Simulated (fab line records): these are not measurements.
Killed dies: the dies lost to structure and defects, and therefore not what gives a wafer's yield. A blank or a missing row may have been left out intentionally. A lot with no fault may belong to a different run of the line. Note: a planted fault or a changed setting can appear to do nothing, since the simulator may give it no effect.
fab line records    flow sky130
[record] lots = 5  wafers = 15  lastDay = 49
route steps=708 shown VIA3@588 METAL4@598 CAP2M@603
lots that met no fault: taken from a fault-free run of the same line
startH: hours from the record's opening day to when the first of the lot's shown wafers began    waitH: hours since the lot's step before    " same as the row above    L1.1+2: a single row standing in for several wafers    - no value, or no start was given    * or withheld: withheld    < > ~ a bound
route shown NAME@n: NAME is a module with steps in the file, n the number in the route of the first one    usual: mean/standard deviation of fault-free wafers    same: alike in all rows    chamber/n: place in a boat    sites: the reading at each site    _std_site: the standard deviation of these    _edge_site: mean of outer sites minus mean of inner sites    radiusMm: for every site, how far away it sits from the centre of the wafer    mask NAME#n: copy n    behind: tool/chamber where the wafer was last shaped    hold: why the lot went on hold/how many hours it stayed there/how the hold came to an end    device: the n, p or np transistor that did not switch    end of line: the same wafers' tests at the end of the route    step lacking rows: just its recipe    killed: dies that structure and defects cost at the first sort, which is not the same as the wafer's yield    map: shows each die of a wafer: x if killed, . if not, _ if none is there
set.NAME: the setting as run; set.NAME@STEP: as run at that earlier step    model.NAME: the simulator's own value behind a step, which no gauge read
certain route steps with their lots: each step a table, each wafer a row
services: the hour from which a tool's chamber was out of use, counted from the record's first day as startH (under 0 if before that day), plus the number of hours and why
[[steps]]
[step SKY_VIA3_ETCH_15]
[recipe] target = SiO2  chemistry = C4F8/O2/Ar  targetDepthNm = 507  stopOn = TiN  maskMaterial = KrF-thick  sourceW = 1500  biasW = 1200  pressureMtorr = 40  c4f8FlowSccm = withheld  O2_flow_sccm = 6  Ar_flow_sccm = 300  timeS = 78
[usual] biasW = 1199/3.2  oesProductAu = 0.946/0.0055
lot.wafer  tool        chamber  startH   waitH  biasW  oesProductAu
L079.1     rieDiel-01  0        959.15   0.0    1198   0.947
L079.3     "           3        "        "      1199   0.932
L079.6     "           2        "        "      1199   0.940
L080.1     rieDiel-04  3        961.05   0.0    1197   0.946
L080.2     "           1        "        "      1198   0.950
L080.4     "           2        "        "      1200   0.945
L082.1     rieDiel-01  3        973.51   0.0    1199   0.950
L082.2     "           1        "        "      1194   0.946
L082.6     "           1        "        "      1193   0.932
L087.1     rieDiel-01  3        1016.36  0.0    1193   0.946
L087.3     "           2        "        "      1197   0.949
L087.4     "           0        "        "      1199   0.941
L090.1     rieDiel-02  1        1057.85  0.0    1199   0.953
L090.2     "           3        "        "      1202   0.929
L090.5     "           3        "        "      1199   0.950
[step SKY_VIA3_STRIP_16]
[recipe] chemistry = O2/N2  powerW = 1400  pressureMtorr = 1500  platenTempC = withheld  o2FlowSccm = 3000  n2FlowSccm = 300  overashFraction = 0.5
[usual] drypumpMotorCurrentA = 5.5/0.35  o2FlowSccm = 3001/8.1  oesProductAu = 0.402/0.0049  stripTimeToEndpointS = 4.12/0.033
lot.wafer  tool            chamber  startH   waitH  drypumpMotorCurrentA  o2FlowSccm  oesProductAu  rfHoursCounterH  stripTimeToEndpointS
L079.1     plasmaAsher-03  0        959.21   0.0    4.8                   3001        0.402         22               4.11
L079.3     "               0        "        "      4.8                   3004        0.413         -                4.17
L079.6     "               1        "        "      5.9                   2997        0.407         -                4.15
L080.1     plasmaAsher-03  0        961.11   0.0    4.8                   3014        0.399         22               4.09
L080.2     "               1        "        "      5.9                   3007        0.398         22               4.17
L080.4     "               0        "        "      4.8                   2999        0.398         -                4.10
L082.1     plasmaAsher-03  0        973.57   0.0    4.9                   3006        0.405         24               4.17
L082.2     "               1        "        "      5.9                   2996        0.402         24               4.14
L082.6     "               1        "        "      5.9                   2994        0.412         -                4.14
L087.1     plasmaAsher-04  0        1016.42  0.0    5.6                   3016        0.405         89               4.18
L087.3     "               1        "        "      5.4                   3007        0.406         -                4.12
L087.4     "               0        "        "      5.6                   3017        0.405         -                4.12
L090.1     plasmaAsher-03  1        1057.91  0.0    5.9                   3009        0.395         32               4.11
L090.2     "               0        "        "      4.8                   2993        0.403         32               4.06
L090.5     "               1        "        "      5.9                   3006        0.397         -                4.05
[step SKY_VIA3_STRIP_17]
[recipe] chemistry = postEtchResidueRemover  timeS = 1200  tempC = 72.5
lot.wafer   tool         chamber  startH   waitH
L079.1+3+6  wetBench-03  2        959.31   0.1
L080.1+2+4  wetBench-04  0        961.21   0.1
L082.1+2+6  wetBench-03  1        973.67   0.1
L087.1+3+4  wetBench-02  1        1016.52  0.1
L090.1+2+5  wetBench-02  2        1058.01  0.1
[step SKY_VIA3_CLEAN_18]
[recipe] chemistry = IPA  timeS = 180  tempC = 25
lot.wafer   tool         chamber  startH   waitH
L079.1+3+6  wetBench-03  0        959.65   0.0
L080.1+2+4  wetBench-03  0        961.55   0.0
L082.1+2+6  wetBench-02  3        974.05   0.0
L087.1+3+4  wetBench-04  3        1016.86  0.0
L090.1+2+5  wetBench-03  2        1058.35  0.0
[step SKY_VIA3_CLEAN_19]
[recipe] chemistry = O3/DIW  dry = n2Spin
lot.wafer   tool         chamber  startH   waitH
L079.1+3+6  wetBench-03  1        959.71   0.0
L080.1+2+4  wetBench-02  1        961.61   0.0
L082.1+2+6  wetBench-04  1        974.10   0.0
L087.1+3+4  wetBench-03  1        1016.93  0.0
L090.1+2+5  wetBench-04  3        1058.41  0.0
[step SKY_VIA3_SPUTTER_20]
[recipe] material = TiN  targetThkNm = 20  chamberPressurePa = 5  powerW = 4000  timeS = 80
[usual] throttleValvePct = 29.8/1.1
lot.wafer  tool           chamber  startH   waitH  throttleValvePct
L079.1     pvdSputter-04  -        959.80   0.0    28.7
L079.3     "              -        "        "      28.6
L079.6     "              -        "        "      28.4
L080.1     pvdSputter-02  -        961.70   0.0    30.0
L080.2     "              -        "        "      31.2
L080.4     "              -        "        "      29.3
L082.1     pvdSputter-03  -        974.20   0.0    29.9
L082.2     "              -        "        "      31.5
L082.6     "              -        "        "      29.6
L087.1     pvdSputter-04  -        1017.02  0.0    31.3
L087.3     "              -        "        "      31.2
L087.4     "              -        "        "      28.7
L090.1     pvdSputter-02  -        1058.51  0.0    31.4
L090.2     "              -        "        "      29.4
L090.5     "              -        "        "      29.5
[step SKY_VIA3_CVD_21]
[recipe] material = W  targetThkNm = 390  timeS = 117.31  tempC = 400  pressureTorr = 40
[usual] heaterPowerOuterW = 528/19  heaterPowerW = 836/17
lot.wafer  tool     chamber  startH   waitH  heaterPowerOuterW  heaterPowerW  sinceWetCleanH
L079.1     cvdW-01  1        959.86   0.0    525                826           556
L079.3     "        0        "        "      512                813           -
L079.6     "        1        "        "      526                828           -
L080.1     cvdW-02  1        961.76   0.0    499                861           44
L080.2     "        0        "        "      540                816           44
L080.4     "        0        "        "      547                850           -
L082.1     cvdW-02  1        974.26   0.0    512                848           56
L082.2     "        0        "        "      553                831           56
L082.6     "        1        "        "      518                855           -
L087.1     cvdW-01  1        1017.08  0.0    534                828           613
L087.3     "        0        "        "      505                832           -
L087.4     "        1        "        "      537                840           -
L090.1     cvdW-01  1        1058.57  0.0    551                854           655
L090.2     "        0        "        "      528                806           655
L090.5     "        0        "        "      516                807           -
[step SKY_VIA3_RS_MEAS_22]
[recipe] thkMeasGauge = four-point-probe  reads = W_of_VIA3_CVD_21+TiN_of_VIA3_SPUTTER_20
[usual] VIA3_W_RS = 0.294/0.0045
lot.wafer  tool          chamber  startH   waitH  VIA3_W_RS[ohm/sq]
L079.1     filmMetro-03  -        959.99   0.1    0.300
L079.3     "             -        "        "      0.290
L079.6     "             -        "        "      0.300
L080.1     filmMetro-04  -        961.89   0.1    0.296
L080.2     "             -        "        "      0.294
L080.4     "             -        "        "      0.293
L082.1     filmMetro-04  -        974.39   0.1    0.293
L082.2     "             -        "        "      0.295
L082.6     "             -        "        "      0.293
L087.1     filmMetro-04  -        1017.20  0.1    0.302
L087.3     "             -        "        "      0.294
L087.4     "             -        "        "      0.301
L090.1     filmMetro-04  -        1058.70  0.1    0.304
L090.2     "             -        "        "      0.292
L090.5     "             -        "        "      0.294
[step SKY_VIA3_THK_MEAS_23]
[recipe] thkMeasGauge = xrf  reads = W_of_VIA3_CVD_21
[usual] VIA3_W_THK = 388/6.8
lot.wafer  tool          chamber  startH   waitH  VIA3_W_THK[nm]
L079.1     filmMetro-03  -        960.11   0.1    384
L079.3     "             -        "        "      398
L079.6     "             -        "        "      384
L080.1     filmMetro-04  -        962.01   0.1    382
L080.2     "             -        "        "      384
L080.4     "             -        "        "      386
L082.1     filmMetro-04  -        974.51   0.1    389
L082.2     "             -        "        "      387
L082.6     "             -        "        "      386
L087.1     filmMetro-04  -        1017.32  0.1    378
L087.3     "             -        "        "      389
L087.4     "             -        "        "      380
L090.1     filmMetro-04  -        1058.82  0.1    379
L090.2     "             -        "        "      395
L090.5     "             -        "        "      395
[step SKY_VIA3_CMP_24]
[recipe] stopOn = SiO2  tOverpolishS = 20  downForcePsi = 3.5  platenRpm = 60  targetThkNm = 0  padVelocityMS = 0.94248
[usual] motorCurrentA = 11.0/0.87  overpolishRunS = 20.000/0.0094  timeToEndpointS = 93/6
lot.wafer  tool    chamber  startH   waitH  motorCurrentA  overpolishRunS  timeToEndpointS
L079.1     cmp-02  2        960.17   0.1    9.6            19.986          84
L079.3     "       3        "        "      12.4           19.983          88
L079.6     "       2        "        "      9.7            19.996          81
L080.4     cmp-02  0        962.07   0.0    12.0           19.995          94
L080.2     "       1        "        "      11.2           20.002          96
L080.1     "       2        "        "      10.1           19.998          88
L082.2     cmp-01  1        974.59   0.1    11.1           19.999          98
L082.1     "       2        "        "      11.6           19.992          98
L082.6     "       2        "        "      11.0           19.976          97
L087.3     cmp-01  0        1017.38  0.0    9.6            19.989          103
L087.1     "       1        "        "      11.5           19.998          94
L087.4     "       3        "        "      10.8           19.989          83
L090.2     cmp-02  1        1058.93  0.1    11.3           20.009          95
L090.1     "       2        "        "      9.6            20.007          87
L090.5     "       1        "        "      11.2           19.988          96
[step SKY_METAL4_SPUTTER_00]
[recipe] material = Ti  targetThkNm = 15  powerW = 3000  timeS = 10  chamberPressurePa = 0.4
[usual] throttleValvePct = 30.0/1.2
lot.wafer  tool           chamber  startH   waitH  throttleValvePct
L079.1     pvdSputter-01  -        960.47   0.2    33.0
L079.3     "              -        "        "      29.9
L079.6     "              -        "        "      29.9
L080.1     pvdSputter-01  -        962.37   0.1    29.5
L080.2     "              -        "        "      32.9
L080.4     "              -        "        "      28.8
L082.1     pvdSputter-02  -        974.89   0.2    31.1
L082.2     "              -        "        "      29.2
L082.6     "              -        "        "      31.1
L087.1     pvdSputter-03  -        1017.68  0.2    31.5
L087.3     "              -        "        "      28.1
L087.4     "              -        "        "      29.7
L090.1     pvdSputter-03  -        1059.18  0.1    29.7
L090.2     "              -        "        "      29.4
L090.5     "              -        "        "      29.4
[step SKY_METAL4_SPUTTER_01]
[recipe] material = TiN  targetThkNm = 20  powerW = 6500  timeS = 16.7  chamberPressurePa = 0.4
[usual] throttleValvePct = 30.0/1.2
lot.wafer  tool           chamber  startH   waitH  throttleValvePct
L079.1     pvdSputter-01  -        960.49   0.0    33.0
L079.3     "              -        "        "      29.8
L079.6     "              -        "        "      29.9
L080.1     pvdSputter-01  -        962.39   0.0    29.6
L080.2     "              -        "        "      33.0
L080.4     "              -        "        "      28.8
L082.1     pvdSputter-02  -        974.91   0.0    31.2
L082.2     "              -        "        "      29.5
L082.6     "              -        "        "      31.1
L087.1     pvdSputter-03  -        1017.71  0.0    31.5
L087.3     "              -        "        "      28.0
L087.4     "              -        "        "      29.7
L090.1     pvdSputter-03  -        1059.20  0.0    29.8
L090.2     "              -        "        "      29.5
L090.5     "              -        "        "      29.3
[step SKY_METAL4_SPUTTER_02]
[recipe] material = AlCu  targetThkNm = 735  powerW = 10600  timeS = 39.1  chamberPressurePa = 0.4
[usual] throttleValvePct = 30.0/1.3
lot.wafer  tool           chamber  startH   waitH  throttleValvePct
L079.1     pvdSputter-01  -        960.52   0.0    32.8
L079.3     "              -        "        "      29.7
L079.6     "              -        "        "      29.9
L080.1     pvdSputter-01  -        962.41   0.0    29.8
L080.2     "              -        "        "      33.1
L080.4     "              -        "        "      28.5
L082.1     pvdSputter-02  -        974.93   0.0    31.0
L082.2     "              -        "        "      29.3
L082.6     "              -        "        "      30.9
L087.1     pvdSputter-03  -        1017.73  0.0    31.7
L087.3     "              -        "        "      28.1
L087.4     "              -        "        "      29.5
L090.1     pvdSputter-03  -        1059.22  0.0    29.5
L090.2     "              -        "        "      29.5
L090.5     "              -        "        "      29.4
[step SKY_METAL4_SPUTTER_03]
[recipe] material = Ti  targetThkNm = 5  powerW = 3000  timeS = 3.3  chamberPressurePa = 0.4
[usual] throttleValvePct = 30.0/1.2
lot.wafer  tool           chamber  startH   waitH  throttleValvePct
L079.1     pvdSputter-01  -        960.55   0.0    33.0
L079.3     "              -        "        "      29.8
L079.6     "              -        "        "      29.6
L080.1     pvdSputter-01  -        962.45   0.0    29.5
L080.2     "              -        "        "      33.0
L080.4     "              -        "        "      28.4
L082.1     pvdSputter-02  -        974.97   0.0    30.8
L082.2     "              -        "        "      29.1
L082.6     "              -        "        "      30.7
L087.1     pvdSputter-03  -        1017.77  0.0    31.7
L087.3     "              -        "        "      28.0
L087.4     "              -        "        "      29.6
L090.1     pvdSputter-03  -        1059.26  0.0    29.9
L090.2     "              -        "        "      29.6
L090.5     "              -        "        "      29.5
[step SKY_METAL4_SPUTTER_04]
[recipe] material = TiN  targetThkNm = 70  powerW = 6500  timeS = 58.3  chamberPressurePa = 0.4
[usual] throttleValvePct = 30.0/1.3
lot.wafer  tool           chamber  startH   waitH  throttleValvePct
L079.1     pvdSputter-01  -        960.57   0.0    33.3
L079.3     "              -        "        "      29.7
L079.6     "              -        "        "      29.7
L080.1     pvdSputter-01  -        962.47   0.0    29.6
L080.2     "              -        "        "      32.8
L080.4     "              -        "        "      28.3
L082.1     pvdSputter-02  -        974.99   0.0    31.1
L082.2     "              -        "        "      29.3
L082.6     "              -        "        "      31.1
L087.1     pvdSputter-03  -        1017.79  0.0    31.6
L087.3     "              -        "        "      27.9
L087.4     "              -        "        "      29.9
L090.1     pvdSputter-03  -        1059.28  0.0    29.7
L090.2     "              -        "        "      29.5
L090.5     "              -        "        "      29.5
[step SKY_CAP2M_CVD_00]
[recipe] material = SiO2  targetThkNm = 15.5  tempC = 400  timeS = withheld  rfW = 450
[usual] heaterPowerOuterW = 421/91  heaterPowerW = 698/140
lot.wafer  tool      chamber  startH   waitH  heaterPowerOuterW  heaterPowerW
L079.1     pecvd-02  2        960.62   0.0    449                706
L079.3     "         1        "        "      321                563
L079.6     "         1        "        "      323                565
L080.1     pecvd-01  2        962.52   0.0    459                818
L080.2     "         0        "        "      454                673
L080.4     "         0        "        "      437                682
L082.1     pecvd-02  0        975.04   0.0    513                904
L082.2     "         2        "        "      402                650
L082.6     "         2        "        "      415                649
L087.1     pecvd-02  1        1017.84  0.0    285                501
L087.3     "         0        "        "      582                992
L087.4     "         1        "        "      280                515
L090.1     pecvd-03  1        1059.33  0.0    517                783
L090.2     "         2        "        "      372                582
L090.5     "         0        "        "      345                602
[step SKY_CAP2M_THK_MEAS_01]
[recipe] reads = SiO2_of_CAP2M_CVD_00
[usual] CAP2M_CVD_00_THK = 15.60/0.2
lot.wafer  tool          chamber  startH   waitH  CAP2M_CVD_00_THK[nm]
L079.1     filmMetro-04  -        960.64   -      15.44
L079.3     "             -        "        "      15.55
L079.6     "             -        "        "      15.46
L080.1     filmMetro-02  -        962.54   -      15.50
L080.2     "             -        "        "      15.84
L080.4     "             -        "        "      15.67
L082.1     filmMetro-04  -        975.06   -      15.19
L082.2     "             -        "        "      15.50
L082.6     "             -        "        "      15.82
L087.1     filmMetro-04  -        1017.86  -      15.54
L087.3     "             -        "        "      15.70
L087.4     "             -        "        "      15.82
L090.1     filmMetro-04  -        1059.35  -      15.31
L090.2     "             -        "        "      15.42
L090.5     "             -        "        "      15.89
[step SKY_CAP2M_SPUTTER_02]
[recipe] material = TiN  targetThkNm = 200  tempC = 300  powerW = 6500  timeS = 166.7  chamberPressurePa = 0.4
[usual] throttleValvePct = 29.7/1.3
lot.wafer  tool           chamber  startH   waitH  throttleValvePct
L079.1     pvdSputter-03  -        960.70   0.1    31.5
L079.3     "              -        "        "      29.8
L079.6     "              -        "        "      28.1
L080.1     pvdSputter-04  -        962.60   0.1    28.6
L080.2     "              -        "        "      31.1
L080.4     "              -        "        "      28.2
L082.1     pvdSputter-03  -        975.12   0.1    29.8
L082.2     "              -        "        "      28.2
L082.6     "              -        "        "      27.9
L087.1     pvdSputter-04  -        1017.92  0.1    31.0
L087.3     "              -        "        "      28.7
L087.4     "              -        "        "      30.8
L090.1     pvdSputter-04  -        1059.41  0.1    28.5
L090.2     "              -        "        "      30.8
L090.5     "              -        "        "      31.0
[step SKY_CAP2M_RS_MEAS_03]
[recipe] thkMeasGauge = four-point-probe  reads = TiN_of_CAP2M_SPUTTER_02
[usual] CAP2M_TIN_RS = 6.92/0.12
lot.wafer  tool          chamber  startH   waitH  CAP2M_TIN_RS[ohm/sq]
L079.1     filmMetro-03  -        960.83   0.1    7.03
L079.3     "             -        "        "      6.90
L079.6     "             -        "        "      6.85
L080.1     filmMetro-03  -        962.71   0.1    7.06
L080.2     "             -        "        "      6.80
L080.4     "             -        "        "      6.81
L082.1     filmMetro-03  -        975.23   0.1    6.90
L082.2     "             -        "        "      6.85
L082.6     "             -        "        "      6.85
L087.1     filmMetro-03  -        1018.03  0.1    7.04
L087.3     "             -        "        "      6.97
L087.4     "             -        "        "      6.68
L090.1     filmMetro-03  -        1059.52  0.1    6.74
L090.2     "             -        "        "      6.66
L090.5     "             -        "        "      6.65
[step SKY_CAP2M_THK_MEAS_04]
[recipe] thkMeasGauge = xrf  reads = TiN_of_CAP2M_SPUTTER_02
[usual] CAP2M_TIN_THK = 200/3.2
lot.wafer  tool          chamber  startH   waitH  CAP2M_TIN_THK[nm]
L079.1     filmMetro-03  -        960.95   0.1    197
L079.3     "             -        "        "      200
L079.6     "             -        "        "      203
L080.1     filmMetro-03  -        962.83   0.1    196
L080.2     "             -        "        "      204
L080.4     "             -        "        "      204
L082.1     filmMetro-03  -        975.35   0.1    201
L082.2     "             -        "        "      202
L082.6     "             -        "        "      202
L087.1     filmMetro-03  -        1018.15  0.1    197
L087.3     "             -        "        "      198
L087.4     "             -        "        "      207
L090.1     filmMetro-03  -        1059.64  0.1    205
L090.2     "             -        "        "      208
L090.5     "             -        "        "      208
[step SKY_CAP2M_DEHYDRATE_05]
[recipe] tempC = 200  timeS = 60
lot.wafer   tool           chamber  startH   waitH
L079.1+3+6  lithoTrack-01  0        972.21   11.3
L080.1+2+4  lithoTrack-01  0        973.91   11.1
L082.1+2+6  lithoTrack-03  0        987.30   11.9
L087.1+3+4  lithoTrack-01  0        1027.76  9.6
L090.1+2+5  lithoTrack-01  0        1069.36  9.7
[step SKY_CAP2M_HMDS_06]
[recipe] primeTimeS = 60  primeTempC = 120
lot.wafer   tool           chamber  startH   waitH
L079.1+3+6  lithoTrack-01  0        972.36   0.1
L080.1+2+4  lithoTrack-01  0        974.06   0.1
L082.1+2+6  lithoTrack-03  0        987.45   0.1
L087.1+3+4  lithoTrack-01  0        1027.91  0.1
L090.1+2+5  lithoTrack-01  0        1069.51  0.1
[step SKY_CAP2M_COAT_07]
[recipe] resist = NOVOLAK  spinRpm = 3000  resistThkNm = 1140
[usual] spinSpeedRpm = 2999.7/1.7
lot.wafer  tool           chamber  startH   waitH  spinSpeedRpm
L079.1     lithoTrack-01  0        972.51   0.1    3000.3
L079.3     "              0        "        "      2996.8
L079.6     "              0        "        "      3003.1
L080.1     lithoTrack-01  0        974.21   0.1    3004.1
L080.2     "              0        "        "      3002.9
L080.4     "              0        "        "      3002.6
L082.1     lithoTrack-03  0        987.60   0.1    3000.9
L082.2     "              0        "        "      3000.1
L082.6     "              0        "        "      3001.0
L087.1     lithoTrack-01  0        1028.06  0.1    2998.6
L087.3     "              0        "        "      2997.6
L087.4     "              0        "        "      2999.1
L090.1     lithoTrack-01  0        1069.66  0.1    3000.9
L090.2     "              0        "        "      3001.4
L090.5     "              0        "        "      3001.5
[step SKY_CAP2M_SOFTBAKE_08]
[recipe] tempC = 90  timeS = 60  resist = NOVOLAK
lot.wafer   tool           chamber  startH   waitH
L079.1+3+6  lithoTrack-01  0        972.66   0.1
L080.1+2+4  lithoTrack-01  0        974.36   0.1
L082.1+2+6  lithoTrack-03  0        987.75   0.1
L087.1+3+4  lithoTrack-01  0        1028.21  0.1
L090.1+2+5  lithoTrack-01  0        1069.81  0.1
[step SKY_CAP2M_EXPOSE_09]
[recipe] maskId = CAP2M  na = 0.6  sourceShape = conventional  sigmaOuter = 0.6  polarization = unpolarized  targetCdNm = 1000  doseMj = 159
[same] na = 0.6
lot.wafer   tool             chamber  startH  waitH  mask
L079.1+3+6  ilineStepper-01  0        -       -      CAP2M#0
L080.1+2+4  ilineStepper-01  0        -       -      CAP2M#0
L082.1+2+6  ilineStepper-01  0        -       -      CAP2M#0
L087.1+3+4  ilineStepper-02  0        -       -      CAP2M#0
L090.1+2+5  ilineStepper-01  0        -       -      CAP2M#0
[step SKY_CAP2M_PEB_10]
[recipe] tempC = withheld  timeS = *  resist = NOVOLAK
lot.wafer   tool           chamber  startH  waitH
L079.1+3+6  lithoTrack-04  0        -       -
L080.1+2+4  lithoTrack-01  0        -       -
L082.1+2+6  lithoTrack-04  0        -       -
L087.1+3+4  lithoTrack-03  0        -       -
L090.1+2+5  lithoTrack-01  0        -       -
[step SKY_CAP2M_DEVELOP_11]
[recipe] resist = NOVOLAK  developer = TMAH  developTimeS = 60  devTempC = 23
lot.wafer   tool           chamber  startH   waitH
L079.1+3+6  lithoTrack-04  0        984.65   0.1
L080.1+2+4  lithoTrack-01  0        986.01   0.1
L082.1+2+6  lithoTrack-04  0        998.65   0.1
L087.1+3+4  lithoTrack-03  0        1039.65  0.1
L090.1+2+5  lithoTrack-01  0        1079.91  0.1
[step SKY_CAP2M_OVL_MEAS_12]
[usual] CAP2M_OVL = 0.1/1.3
lot.wafer  tool        chamber  startH   waitH  CAP2M_OVL[nm]
L079.1     overlay-02  -        984.80   0.1    0.2
L079.3     "           -        "        "      0.4
L079.6     "           -        "        "      -0.2
L080.1     overlay-02  -        986.16   0.1    0.4
L080.2     "           -        "        "      0.5
L080.4     "           -        "        "      2.3
L082.1     overlay-02  -        998.80   0.1    1.0
L082.2     "           -        "        "      1.2
L082.6     "           -        "        "      1.7
L087.1     overlay-02  -        1039.80  0.1    -0.1
L087.3     "           -        "        "      0.4
L087.4     "           -        "        "      0.9
L090.1     overlay-01  -        1080.06  0.1    0.5
L090.2     "           -        "        "      1.1
L090.5     "           -        "        "      1.2
[step SKY_CAP2M_METAL_ETCH_13]
[recipe] targetDepthNm = 220  stopOn = SiO2  chemistry = Cl2/BCl3  target = TiN  pressureMtorr = 10  icpW = 900  biasW = 48.5  Cl2_flow_sccm = 60  bcl3FlowSccm = 30  timeS = 62.9
[usual] biasW = 48.46/0.14  drypumpMotorCurrentA = 5.8/0.46  oesProductAu = 0.940/0.011  throttleValvePct = 21.903/0.01
lot.wafer  tool         chamber  startH   waitH  biasW  drypumpMotorCurrentA  oesProductAu  rfHoursCounterH  throttleValvePct
L079.1     rieMetal-03  1        984.84   0.0    48.31  5.9                   0.931         20               21.910
L079.3     "            0        "        "      48.35  6.4                   0.946         -                21.911
L079.6     "            1        "        "      48.59  5.8                   0.940         -                21.910
L080.1     rieMetal-01  1        986.20   0.0    48.38  5.0                   0.929         4                21.906
L080.2     "            1        "        "      48.23  5.0                   0.948         -                21.893
L080.4     "            1        "        "      48.24  5.0                   0.944         -                21.892
L082.1     rieMetal-01  1        998.84   0.0    48.45  5.0                   0.937         6                21.921
L082.2     "            1        "        "      48.18  5.0                   0.941         -                21.887
L082.6     "            1        "        "      48.36  5.0                   0.947         -                21.896
L087.1     rieMetal-01  1        1039.84  0.0    48.35  5.0                   0.927         7                21.918
L087.3     "            0        "        "      48.51  6.3                   0.937         -                21.919
L087.4     "            1        "        "      48.24  5.0                   0.964         -                21.890
L090.1     rieMetal-03  0        1080.10  0.0    48.61  6.4                   0.960         18               21.891
L090.2     "            1        "        "      48.38  5.9                   0.967         0                21.889
L090.5     "            1        "        "      48.40  5.9                   0.957         -                21.905
[step SKY_CAP2M_STRIP_14]
[recipe] chemistry = O2/N2  powerW = 1400  pressureMtorr = 1500  platenTempC = withheld  o2FlowSccm = 3000  n2FlowSccm = 300  overashFraction = 0.5
[usual] drypumpMotorCurrentA = 5.4/0.34  o2FlowSccm = 3001/9.1  oesProductAu = 0.710/0.0048  stripTimeToEndpointS = 12.66/0.057
lot.wafer  tool            chamber  startH   waitH  drypumpMotorCurrentA  o2FlowSccm  oesProductAu  rfHoursCounterH  stripTimeToEndpointS
L079.1     plasmaAsher-02  0        984.92   0.1    5.8                   3009        0.709         117              12.69
L079.3     "               1        "        "      5.5                   2998        0.717         -                12.70
L079.6     "               0        "        "      5.8                   3015        0.706         -                12.73
L080.1     plasmaAsher-01  0        986.35   0.1    5.3                   2995        0.707         52               12.72
L080.2     "               1        "        "      5.3                   2986        0.717         52               12.68
L080.4     "               1        "        "      5.3                   3001        0.713         -                12.69
L082.1     plasmaAsher-01  1        998.99   0.1    5.4                   3013        0.707         54               12.59
L082.2     "               0        "        "      5.2                   2998        0.713         54               12.60
L082.6     "               0        "        "      5.3                   2998        0.706         -                12.61
L087.1     plasmaAsher-03  1        1039.92  0.1    5.9                   3009        0.713         30               12.67
L087.3     "               0        "        "      4.9                   2995        0.707         -                12.65
L087.4     "               1        "        "      5.8                   3001        0.705         -                12.69
L090.1     plasmaAsher-02  0        1080.17  0.1    5.9                   3003        0.712         2                12.64
L090.2     "               1        "        "      5.6                   3004        0.712         2                12.69
L090.5     "               0        "        "      5.9                   2993        0.704         -                12.62
[[services]]
tool             chamber  startH   hours  kind
cmp-02           -        936.36   2.5    repair
ilineStepper-02  -        938.94   4.4    pm
rieDiel-01       1        942.67   14.7   repair
cvdW-02          -        962.04   6.0    pm
cmp-02           -        970.78   7.5    pm
rieDiel-02       0        973.59   4.4    repair
rieDiel-01       0        979.43   36.3   repair
rieDiel-01       -        980.64   2.8    pm
cmp-02           -        983.26   3.3    repair
cmp-02           -        986.04   0.6    repair
pecvd-03         2        994.49   3.7    repair
ilineStepper-02  -        999.66   1.7    pm
rieDiel-02       1        1000.80  5.6    repair
rieMetal-01      1        1001.88  12.3   repair
plasmaAsher-02   -        1004.53  6.1    repair
pvdSputter-03    -        1020.89  9.8    repair
ilineStepper-01  -        1026.45  1.7    pm
cmp-02           -        1044.69  6.3    pm
plasmaAsher-02   -        1044.82  2.9    repair
cvdW-01          -        1047.02  0.2    repair
rieMetal-03      1        1052.55  9.4    repair
plasmaAsher-02   -        1055.25  9.0    pm
pvdSputter-02    -        1060.50  0.9    repair
pvdSputter-02    -        1063.43  0.7    repair
[[key]]
fault none
